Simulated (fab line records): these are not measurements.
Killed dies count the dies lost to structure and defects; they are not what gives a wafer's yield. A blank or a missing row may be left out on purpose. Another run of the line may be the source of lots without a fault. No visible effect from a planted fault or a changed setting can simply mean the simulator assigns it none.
fab line records -- flow sky130
[record] lots = 6, wafers = 18, lastDay = 49
route steps=708 shown VT_ADJUST_LVTN@116 VT_ADJUST_NCORE@119 VT_ADJUST_HVTR@131 PAD_OPEN@708
lots with no fault: from the same line, run without faults
startH: hours from the record's opening day to when the first of the lot's shown wafers began -- waitH: how many hours have passed since the lot's step before this one -- " identical to the entry in the row above -- L1.1+2: one row covering several wafers at once -- - either no value or no given start -- * or withheld: withheld -- < > ~ a bound
route shown NAME@n: names a module that has steps shown in the file, with the first one's number in the route -- usual: the fault-free wafers' mean and standard deviation -- same: alike in all rows -- chamber/n: place in a boat -- sites: the reading at each site -- _std_site: standard deviation across them -- _edge_site: outer sites' mean less inner sites' -- radiusMm: how far each site lies from the wafer's centre -- mask NAME#n: copy n -- behind: tool/chamber where the wafer was last shaped -- hold: what put the lot on hold/how long, in hours/how the hold closed -- device: transistor that didn't switch, given as n, p or np -- end of line: the tests these same wafers got at the end of their route -- a step without rows: its recipe alone -- killed: the dies lost at the first sort to structure and to defects; this is not the yield of the wafer -- map: the dies of a wafer, with x for killed, . for not killed, _ for no die there
set.NAME: setting as actually run; set.NAME@STEP: the setting as run at that earlier step -- model.NAME: the simulator's own value behind a step, which no gauge read
lots at some steps of the route; a table a step, a row a wafer
services: a tool's chamber out of use, with start hour (startH, from the record's first day; less than 0 if before it), hours out, and reason
[[steps]]
[step SKY_VT_ADJUST_LVTN_IMPLANT_19]
[recipe] species = B, energyKev = 30, doseCm2 = 6.5e+11, tiltDeg = withheld
[step SKY_VT_ADJUST_LVTN_STRIP_20]
[recipe] chemistry = O2/N2, powerW = 1400, pressureMtorr = 1500, platenTempC = withheld, o2FlowSccm = 3000, n2FlowSccm = 300, overashFraction = 0.5
[usual] drypumpMotorCurrentA = 5.6/0.46, n2FlowSccm = 299.9/0.85, oesProductAu = 0.716/0.0045, stripTimeToEndpointS = 14.26/0.031
[same] overashFraction = 0.5
lot.wafer,tool,chamber,startH,waitH,drypumpMotorCurrentA,n2FlowSccm,oesProductAu,rfHoursCounterH,stripTimeToEndpointS
L911.4,plasmaAsher-02,1,163.46,0.1,5.2,299.6,0.720,-,14.28
L911.5,plasmaAsher-02,1,163.46,0.1,5.2,300.5,0.716,-,14.29
L911.6,plasmaAsher-02,0,163.46,0.1,5.1,297.8,0.720,-,14.29
L918.1,plasmaAsher-02,1,215.23,0.1,5.2,299.2,0.721,41,14.28
L918.3,plasmaAsher-02,0,215.23,0.1,5.1,299.5,0.709,-,14.26
L918.4,plasmaAsher-02,1,215.23,0.1,5.2,299.3,0.717,-,14.28
L919.2,plasmaAsher-01,1,221.58,0.1,6.2,301.0,0.713,9,14.27
L919.5,plasmaAsher-01,1,221.58,0.1,6.2,301.5,0.721,-,14.27
L919.6,plasmaAsher-01,0,221.58,0.1,5.4,299.2,0.723,-,14.27
L924.2,plasmaAsher-02,1,261.78,0.1,5.2,299.8,0.713,46,14.25
L924.3,plasmaAsher-02,1,261.78,0.1,5.2,300.4,0.711,-,14.21
L924.6,plasmaAsher-02,0,261.78,0.1,5.2,299.6,0.713,-,14.21
L925.2,plasmaAsher-01,0,266.38,0.1,5.4,299.4,0.713,13,14.24
L925.3,plasmaAsher-01,1,266.38,0.1,6.2,300.7,0.711,-,14.21
L925.6,plasmaAsher-01,0,266.38,0.1,5.4,299.1,0.716,-,14.26
L929.2,plasmaAsher-01,1,297.11,0.1,6.2,300.1,0.708,16,14.27
L929.3,plasmaAsher-01,1,297.11,0.1,6.2,301.4,0.717,-,14.32
L929.6,plasmaAsher-01,0,297.11,0.1,5.4,300.5,0.716,-,14.34
[step SKY_VT_ADJUST_LVTN_TW_MEAS_21]
[usual] VT_ADJUST_LVTN_2_TW = 187.7/1.6
lot.wafer,tool,chamber,startH,waitH,VT_ADJUST_LVTN_2_TW
L911.4,filmMetro-04,-,163.56,0.1,188.6
L911.5,filmMetro-04,-,163.56,0.1,188.1
L911.6,filmMetro-04,-,163.56,0.1,188.7
L918.1,filmMetro-04,-,215.33,0.1,190.6
L918.3,filmMetro-04,-,215.33,0.1,189.7
L918.4,filmMetro-04,-,215.33,0.1,188.8
L919.2,filmMetro-01,-,221.69,0.1,187.5
L919.5,filmMetro-01,-,221.69,0.1,187.7
L919.6,filmMetro-01,-,221.69,0.1,188.6
L924.2,filmMetro-01,-,261.89,0.1,188.2
L924.3,filmMetro-01,-,261.89,0.1,188.9
L924.6,filmMetro-01,-,261.89,0.1,189.4
L925.2,filmMetro-04,-,266.49,0.1,190.5
L925.3,filmMetro-04,-,266.49,0.1,189.2
L925.6,filmMetro-04,-,266.49,0.1,189.1
L929.2,filmMetro-04,-,297.22,0.1,189.7
L929.3,filmMetro-04,-,297.22,0.1,190.0
L929.6,filmMetro-04,-,297.22,0.1,189.2
[step SKY_VT_ADJUST_NCORE_DEHYDRATE_00]
[recipe] tempC = 200, timeS = 60
[step SKY_VT_ADJUST_NCORE_HMDS_01]
[recipe] primeTimeS = 60, primeTempC = 120
[step SKY_VT_ADJUST_NCORE_COAT_02]
[recipe] resist = NOVOLAK, spinRpm = 3000, resistThkNm = 1140
[step SKY_VT_ADJUST_NCORE_SOFTBAKE_03]
[recipe] tempC = 90, timeS = 60, resist = NOVOLAK
[step SKY_VT_ADJUST_NCORE_EXPOSE_04]
[recipe] maskId = LVTN_COMPLEMENT_THIN, na = 0.6, sourceShape = conventional, sigmaOuter = 0.6, polarization = unpolarized, targetCdNm = 380, doseMj = 139
[step SKY_VT_ADJUST_NCORE_PEB_05]
[recipe] tempC = withheld, timeS = *, resist = NOVOLAK
[step SKY_VT_ADJUST_NCORE_DEVELOP_06]
[recipe] resist = NOVOLAK, developer = TMAH, developTimeS = 60, devTempC = 23
[step SKY_VT_ADJUST_NCORE_CD_MEAS_07]
[recipe] targetCdNm = 380
[usual] cdNm = 380.2/2.7
lot.wafer,tool,chamber,startH,waitH,cdNm
L911.4,cdSem-01,-,184.53,0.1,380.4
L911.5,cdSem-01,-,184.53,0.1,378.9
L911.6,cdSem-01,-,184.53,0.1,383.2
L918.1,cdSem-02,-,238.32,0.1,382.1
L918.3,cdSem-02,-,238.32,0.1,378.2
L918.4,cdSem-02,-,238.32,0.1,381.9
L919.2,cdSem-02,-,244.44,0.1,385.1
L919.5,cdSem-02,-,244.44,0.1,385.0
L919.6,cdSem-02,-,244.44,0.1,384.6
L924.2,cdSem-01,-,287.29,0.1,379.1
L924.3,cdSem-01,-,287.29,0.1,376.8
L924.6,cdSem-01,-,287.29,0.1,379.2
L925.2,cdSem-01,-,291.19,0.1,380.5
L925.3,cdSem-01,-,291.19,0.1,379.0
L925.6,cdSem-01,-,291.19,0.1,377.6
L929.2,cdSem-01,-,322.94,0.1,384.6
L929.3,cdSem-01,-,322.94,0.1,381.3
L929.6,cdSem-01,-,322.94,0.1,381.9
[step SKY_VT_ADJUST_NCORE_OVL_MEAS_08]
[usual] VT_ADJUST_NCORE_OVL = -0.1/1.4
lot.wafer,tool,chamber,startH,waitH,VT_ADJUST_NCORE_OVL[nm]
L911.4,overlay-01,-,184.61,0.1,-2.5
L911.5,overlay-01,-,184.61,0.1,-2.1
L911.6,overlay-01,-,184.61,0.1,-2.9
L918.1,overlay-01,-,238.44,0.1,1.6
L918.3,overlay-01,-,238.44,0.1,2.4
L918.4,overlay-01,-,238.44,0.1,2.4
L919.2,overlay-02,-,244.55,0.1,0.6
L919.5,overlay-02,-,244.55,0.1,0.5
L919.6,overlay-02,-,244.55,0.1,-0.5
L924.2,overlay-01,-,287.40,0.1,-0.3
L924.3,overlay-01,-,287.40,0.1,-1.9
L924.6,overlay-01,-,287.40,0.1,-0.9
L925.2,overlay-01,-,291.30,0.1,1.5
L925.3,overlay-01,-,291.30,0.1,0.9
L925.6,overlay-01,-,291.30,0.1,0.1
L929.2,overlay-02,-,323.05,0.1,-0.6
L929.3,overlay-02,-,323.05,0.1,-1.0
L929.6,overlay-02,-,323.05,0.1,-0.5
[step SKY_VT_ADJUST_NCORE_IMPLANT_09]
[recipe] species = B, energyKev = 10, doseCm2 = 2.4e+12, tiltDeg = withheld
[usual] beamEnergyKeV = 10.000/0.0031
lot.wafer,tool,chamber,startH,waitH,beamEnergyKeV,model.implant.rpNm,model.implant.drpNm
L911.4,implanter-02,0,184.71,0.1,9.995,33.49,17.11
L911.5,implanter-02,0,184.71,0.1,10.000,33.49,17.11
L911.6,implanter-02,0,184.71,0.1,9.994,33.49,17.11
L918.1,implanter-03,0,238.48,0.0,14.453,49.18,22.37
L918.3,implanter-03,0,238.48,0.0,14.443,49.18,22.37
L918.4,implanter-03,0,238.48,0.0,14.450,49.18,22.37
L919.2,implanter-03,0,244.61,0.0,14.450,47.28,22.37
L919.5,implanter-03,0,244.61,0.0,14.450,47.28,22.37
L919.6,implanter-03,0,244.61,0.0,14.448,47.28,22.37
L924.2,implanter-04,0,287.46,0.0,10.000,33.85,17.11
L924.3,implanter-04,0,287.46,0.0,10.001,33.85,17.11
L924.6,implanter-04,0,287.46,0.0,10.000,33.85,17.11
L925.2,implanter-02,0,291.36,0.0,9.995,32.28,17.11
L925.3,implanter-02,0,291.36,0.0,10.000,32.28,17.11
L925.6,implanter-02,0,291.36,0.0,9.997,32.28,17.11
L929.2,implanter-03,0,323.11,0.0,10.000,32.81,17.11
L929.3,implanter-03,0,323.11,0.0,10.002,32.81,17.11
L929.6,implanter-03,0,323.11,0.0,9.998,32.81,17.11
[step SKY_VT_ADJUST_NCORE_STRIP_10]
[recipe] chemistry = O2/N2, powerW = 1400, pressureMtorr = 1500, platenTempC = withheld, o2FlowSccm = 3000, n2FlowSccm = 300, overashFraction = 0.5
[usual] drypumpMotorCurrentA = 5.9/0.35, n2FlowSccm = 300.0/0.8, oesProductAu = 0.716/0.0047, stripTimeToEndpointS = 14.17/0.038
[same] overashFraction = 0.5
lot.wafer,tool,chamber,startH,waitH,drypumpMotorCurrentA,n2FlowSccm,oesProductAu,rfHoursCounterH,stripTimeToEndpointS
L911.4,plasmaAsher-04,1,184.81,0.1,5.5,301.1,0.715,-,14.22
L911.5,plasmaAsher-04,1,184.81,0.1,5.5,300.4,0.711,-,14.19
L911.6,plasmaAsher-04,0,184.81,0.1,6.2,300.2,0.714,-,14.19
L918.1,plasmaAsher-04,0,238.63,0.1,6.2,300.4,0.712,53,14.22
L918.3,plasmaAsher-04,0,238.63,0.1,6.2,299.8,0.713,-,14.22
L918.4,plasmaAsher-04,1,238.63,0.1,5.6,299.7,0.717,-,14.21
L919.2,plasmaAsher-04,1,244.73,0.1,5.6,298.9,0.720,54,14.20
L919.5,plasmaAsher-04,1,244.73,0.1,5.5,298.4,0.715,-,14.19
L919.6,plasmaAsher-04,0,244.73,0.1,6.3,299.4,0.713,-,14.17
L924.2,plasmaAsher-04,1,287.58,0.1,5.6,299.2,0.721,58,14.23
L924.3,plasmaAsher-04,0,287.58,0.1,6.2,299.7,0.708,-,14.23
L924.6,plasmaAsher-04,0,287.58,0.1,6.2,300.0,0.713,-,14.20
L925.2,plasmaAsher-01,1,291.48,0.1,6.2,298.9,0.716,15,14.16
L925.3,plasmaAsher-01,0,291.48,0.1,5.4,300.7,0.716,-,14.15
L925.6,plasmaAsher-01,1,291.48,0.1,6.2,300.3,0.714,-,14.13
L929.2,plasmaAsher-04,0,323.23,0.1,6.2,300.4,0.718,62,14.17
L929.3,plasmaAsher-04,0,323.23,0.1,6.2,299.7,0.718,-,14.22
L929.6,plasmaAsher-04,1,323.23,0.1,5.5,300.1,0.719,-,14.21
[step SKY_VT_ADJUST_NCORE_TW_MEAS_11]
[usual] VT_ADJUST_NCORE_TW = 220.5/1.5
lot.wafer,tool,chamber,startH,waitH,VT_ADJUST_NCORE_TW
L911.4,filmMetro-01,-,184.91,0.1,218.7
L911.5,filmMetro-01,-,184.91,0.1,220.2
L911.6,filmMetro-01,-,184.91,0.1,218.3
L918.1,filmMetro-01,-,238.73,0.1,237.4
L918.3,filmMetro-01,-,238.73,0.1,237.8
L918.4,filmMetro-01,-,238.73,0.1,237.0
L919.2,filmMetro-02,-,244.84,0.1,240.0
L919.5,filmMetro-02,-,244.84,0.1,241.0
L919.6,filmMetro-02,-,244.84,0.1,241.7
L924.2,filmMetro-02,-,287.69,0.1,221.3
L924.3,filmMetro-02,-,287.69,0.1,221.4
L924.6,filmMetro-02,-,287.69,0.1,221.9
L925.2,filmMetro-04,-,291.59,0.1,221.5
L925.3,filmMetro-04,-,291.59,0.1,220.7
L925.6,filmMetro-04,-,291.59,0.1,220.6
L929.2,filmMetro-04,-,323.34,0.1,221.6
L929.3,filmMetro-04,-,323.34,0.1,219.8
L929.6,filmMetro-04,-,323.34,0.1,219.9
[step SKY_VT_ADJUST_HVTR_DEHYDRATE_00]
[recipe] tempC = 200, timeS = 60
[step SKY_PAD_OPEN_PROBE_99]
[usual] killed_at_M0_to_M3 = 43/7.7, killed_at_M4_up = 3.4/1.9, killedAtContacts = 25/5.6, killedAtFrontEnd = 14/4.3, killedAtOther = 0.2/0.5, killedDies = 86/10, killedOpen = 47/7.2, killedShort = 39/6.7
[same] grossDies = 492, killedAtBackSide = 0
lot.wafer,tool,chamber,startH,waitH,killed_at_M0_to_M3,killed_at_M4_up,killedAtContacts,killedAtFrontEnd,killedAtOther,killedDies,killedOpen,killedShort,model.etest.nfet_16v.rOnOhmUm,model.etest.resPwellUnderGate.rsOhmSq,model.etest.pfet_16v.driveUaUm,model.etest.pfetG5v0d10v5.offLog10AUm,model.etest.pfetG5v0d10v5.vtSatV,model.etest.pfet_16v.vtV,model.etest.pfetG5v0d10v5.vtV,model.etest.nfet_16v.bodyRiseV
L911.4,prober-01,-,1079.29,0.2,37,1,26,19,0,83,54,29,1.407e+04,2246,241.4,-12.63,-0.6341,-1.117,-0.8196,0.6579
L911.5,prober-01,-,1079.34,0.2,30,2,30,16,1,79,39,40,1.409e+04,2268,239.4,-12.94,-0.6804,-1.115,-0.8695,0.6684
L911.6,prober-01,-,1079.39,0.2,46,2,22,14,1,85,44,41,1.418e+04,2277,236.6,-12.97,-0.6737,-1.119,-0.8636,0.6596
L918.1,prober-02,-,1129.54,0.1,37,2,16,13,1,69,35,34,1.539e+04,2247,255.4,-11.64,-0.5759,-1.052,-0.8083,0.7062
L918.3,prober-02,-,1129.64,0.2,40,4,25,13,0,82,57,25,1.544e+04,2246,242.8,-11.73,-0.5974,-1.055,-0.8287,0.7163
L918.4,prober-02,-,1129.69,0.2,30,5,23,9,0,67,36,31,1.523e+04,2245,253.8,-11.56,-0.5598,-1.036,-0.7952,0.7082
L919.2,prober-01,-,1130.91,0.1,43,4,27,6,0,80,46,34,1.5e+04,2282,254.1,-11.68,-0.5688,-1.041,-0.7973,0.7088
L919.5,prober-01,-,1131.06,0.2,51,6,26,22,0,105,59,46,1.483e+04,2261,252.1,-11.49,-0.556,-1.046,-0.7817,0.7161
L919.6,prober-01,-,1131.11,0.2,43,1,34,24,0,102,65,37,1.488e+04,2240,249.9,-11.67,-0.5554,-1.043,-0.7788,0.7102
L925.2,prober-02,-,1174.95,0.1,59,6,24,15,0,104,49,55,1.387e+04,2311,244.8,-12.75,-0.6531,-1.123,-0.8349,0.6525
L925.3,prober-02,-,1175.00,0.2,50,2,22,20,0,94,54,40,1.361e+04,2299,250.5,-12.91,-0.6714,-1.116,-0.8519,0.6521
L925.6,prober-02,-,1175.15,0.2,49,0,28,11,1,89,50,39,1.359e+04,2293,246.5,-12.67,-0.6376,-1.105,-0.8169,0.6569
L924.2,prober-02,-,1178.34,0.1,40,2,25,13,0,80,41,39,1.398e+04,2261,239.8,-13.08,-0.6883,-1.143,-0.8686,0.6531
L924.3,prober-02,-,1178.39,0.2,41,5,31,11,1,89,44,45,1.408e+04,2264,240.2,-13.21,-0.7271,-1.14,-0.902,0.6515
L924.6,prober-02,-,1178.54,0.2,43,6,31,10,0,90,44,46,1.413e+04,2272,239.1,-12.99,-0.682,-1.143,-0.868,0.6622
L929.2,prober-01,-,1186.31,0.1,43,10,23,9,1,86,51,35,1.386e+04,2268,243.7,-12.91,-0.6646,-1.119,-0.8529,0.6505
L929.3,prober-01,-,1186.36,0.2,51,7,21,15,0,94,45,49,1.389e+04,2264,241.9,-12.77,-0.6674,-1.123,-0.8542,0.6449
L929.6,prober-01,-,1186.51,0.2,48,3,23,19,0,93,59,34,1.374e+04,2257,244.6,-12.64,-0.6507,-1.123,-0.8334,0.646
// killed by level:class
L911.4 LI_CONTACT:geometricParticle:open=11 FIELD_ISO:geometricParticle:open=8 CONTACT:geometricParticle:open=8 VIA1:geometricParticle:open=8 VIA3:geometricParticle:open=7 METAL1:geometricParticle:short=6 POLY_GATE:geometricParticle:open=4 METAL2:geometricParticle:short=4
L911.5 CONTACT:geometricParticle:open=9 CONTACT:geometricParticle:short=7 METAL2:geometricParticle:short=7 LI_CONTACT:geometricParticle:open=6 VIA2:geometricParticle:open=5 VIA3:geometricParticle:short=4 LOCAL_INTERCONNECT:geometricParticle:short=4 FIELD_ISO:geometricParticle:short=3
L911.6 VIA1:geometricParticle:open=11 METAL2:geometricParticle:short=8 LI_CONTACT:geometricParticle:open=6 CONTACT:geometricParticle:open=6 VIA3:geometricParticle:open=6 METAL1:geometricParticle:short=5 FIELD_ISO:geometricParticle:open=4 LOCAL_INTERCONNECT:geometricParticle:short=4
L918.1 VIA1:geometricParticle:open=11 FIELD_ISO:geometricParticle:short=5 METAL2:geometricParticle:short=5 LI_CONTACT:geometricParticle:open=5 METAL1:geometricParticle:short=5 CONTACT:geometricParticle:open=5 VIA3:geometricParticle:open=5 VIA1:geometricParticle:short=4
L918.3 VIA1:geometricParticle:open=18 CONTACT:geometricParticle:open=9 LI_CONTACT:geometricParticle:open=6 FIELD_ISO:geometricParticle:open=5 VIA2:geometricParticle:open=4 LOCAL_INTERCONNECT:geometricParticle:short=4 METAL1:geometricParticle:short=4 FIELD_ISO:geometricParticle:short=3
L918.4 VIA1:geometricParticle:open=9 LI_CONTACT:geometricParticle:open=6 METAL4:geometricParticle:short=5 LOCAL_INTERCONNECT:geometricParticle:short=5 CONTACT:geometricParticle:open=5 FIELD_ISO:geometricParticle:open=4 VIA3:geometricParticle:open=4 CONTACT:geometricParticle:short=4
L919.2 CONTACT:geometricParticle:open=12 VIA1:geometricParticle:open=9 LI_CONTACT:geometricParticle:open=8 METAL1:geometricParticle:short=8 VIA2:geometricParticle:open=7 CONTACT:geometricParticle:short=5 METAL2:geometricParticle:short=5 VIA1:geometricParticle:short=4
L919.5 VIA1:geometricParticle:open=12 CONTACT:geometricParticle:open=10 FIELD_ISO:geometricParticle:open=8 VIA3:geometricParticle:open=7 METAL1:geometricParticle:short=6 METAL2:geometricParticle:short=6 FIELD_ISO:geometricParticle:short=5 LI_CONTACT:geometricParticle:open=5
L919.6 CONTACT:geometricParticle:open=13 VIA1:geometricParticle:open=13 LI_CONTACT:geometricParticle:open=11 FIELD_ISO:geometricParticle:short=9 FIELD_ISO:geometricParticle:open=9 METAL1:geometricParticle:short=7 VIA3:geometricParticle:short=4 POLY_GATE:geometricParticle:open=4
L925.2 VIA1:geometricParticle:open=14 METAL2:geometricParticle:short=11 CONTACT:geometricParticle:open=7 METAL1:geometricParticle:short=7 CONTACT:geometricParticle:short=6 FIELD_ISO:geometricParticle:open=5 METAL4:geometricParticle:short=5 LI_CONTACT:geometricParticle:open=5
L925.3 VIA1:geometricParticle:open=15 CONTACT:geometricParticle:open=8 METAL2:geometricParticle:short=8 VIA1:geometricParticle:short=7 VIA2:geometricParticle:open=7 FIELD_ISO:geometricParticle:open=6 POLY_GATE:geometricParticle:short=6 VIA3:geometricParticle:open=6
L925.6 CONTACT:geometricParticle:open=16 VIA1:geometricParticle:open=9 VIA3:geometricParticle:open=7 CONTACT:geometricParticle:short=6 VIA2:geometricParticle:short=5 VIA2:geometricParticle:open=5 METAL3:geometricParticle:short=5 METAL2:geometricParticle:short=5
L924.2 CONTACT:geometricParticle:open=11 VIA1:geometricParticle:open=11 METAL1:geometricParticle:short=6 METAL2:geometricParticle:short=6 POLY_GATE:geometricParticle:open=5 LI_CONTACT:geometricParticle:open=5 FIELD_ISO:geometricParticle:short=4 CONTACT:geometricParticle:short=4
L924.3 LI_CONTACT:geometricParticle:open=10 METAL1:geometricParticle:short=9 CONTACT:geometricParticle:open=9 VIA1:geometricParticle:open=7 LOCAL_INTERCONNECT:geometricParticle:short=5 VIA3:geometricParticle:open=5 VIA1:geometricParticle:short=4 METAL2:geometricParticle:short=4
L924.6 CONTACT:geometricParticle:open=11 VIA1:geometricParticle:open=10 CONTACT:geometricParticle:short=8 VIA2:geometricParticle:open=7 LI_CONTACT:geometricParticle:open=6 VIA1:geometricParticle:short=6 METAL2:geometricParticle:short=6 METAL4:geometricParticle:short=5
L929.2 CONTACT:geometricParticle:open=11 VIA1:geometricParticle:open=11 METAL4:geometricParticle:short=8 VIA2:geometricParticle:open=6 VIA3:geometricParticle:open=6 METAL1:geometricParticle:short=5 METAL2:geometricParticle:short=5 LI_CONTACT:geometricParticle:open=4
L929.3 METAL2:geometricParticle:short=10 LI_CONTACT:geometricParticle:open=8 VIA3:geometricParticle:open=8 CONTACT:geometricParticle:open=7 VIA1:geometricParticle:short=7 VIA1:geometricParticle:open=6 FIELD_ISO:geometricParticle:short=5 VIA2:geometricParticle:short=5
L929.6 VIA1:geometricParticle:open=13 VIA2:geometricParticle:open=9 CONTACT:geometricParticle:open=8 FIELD_ISO:geometricParticle:open=6 LI_CONTACT:geometricParticle:open=6 CONTACT:geometricParticle:short=6 VIA1:geometricParticle:short=6 VIA3:geometricParticle:open=5
[[services]]
tool,chamber,startH,hours,kind
plasmaAsher-04,-,159.48,1.5,repair
implanter-03,-,163.73,3.8,pm
plasmaAsher-01,-,201.45,14.6,pm
plasmaAsher-02,-,238.85,1.7,repair
implanter-03,-,263.29,1.4,repair
implanter-02,-,264.97,0.7,repair
implanter-03,-,274.92,2.8,repair
plasmaAsher-02,-,281.11,0.3,repair
[[key]]
[firstSign] step = SKY_VT_ADJUST_NCORE_IMPLANT_09, reading = beamEnergyKeV, direction = up, sigmas = 99+, usual = *, struck = *
[effect] step = SKY_VT_ADJUST_NCORE_TW_MEAS_11, reading = VT_ADJUST_NCORE_TW, direction = up, sigmas = 12, usual = 220.5, struck = 239.2
[modelEffect] step = SKY_VT_ADJUST_NCORE_IMPLANT_09, value = implant.rpNm, without = 33.5, struck = 48.23
[modelEffect] step = SKY_PAD_OPEN_PROBE_99, value = etest.nfet_16v.rOnOhmUm, without = 1.422e+04, struck = 1.513e+04
metAt SKY_VT_ADJUST_NCORE_IMPLANT_09
struckWafers L918.1,L918.3,L918.4,L919.2,L919.5,L919.6
testerLeftOut L918,L919
[fault] kind = processParameterDrift, tool = implanter-03, chamber = -, onsetH = 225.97, steps = SKY_VT_ADJUST_NCORE_IMPLANT_09, channel = energyKev, offset = *, shape = step, endH = 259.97, actsIn = *, stated = *
// testerLeftOut: of these lots the tester's yield and bins aren't shown, on N5 and GAA mostly nor the transistor test; their killed dies are dies lost to structure and defects alone, not to doping, threshold or leakage, so they don't give the yield
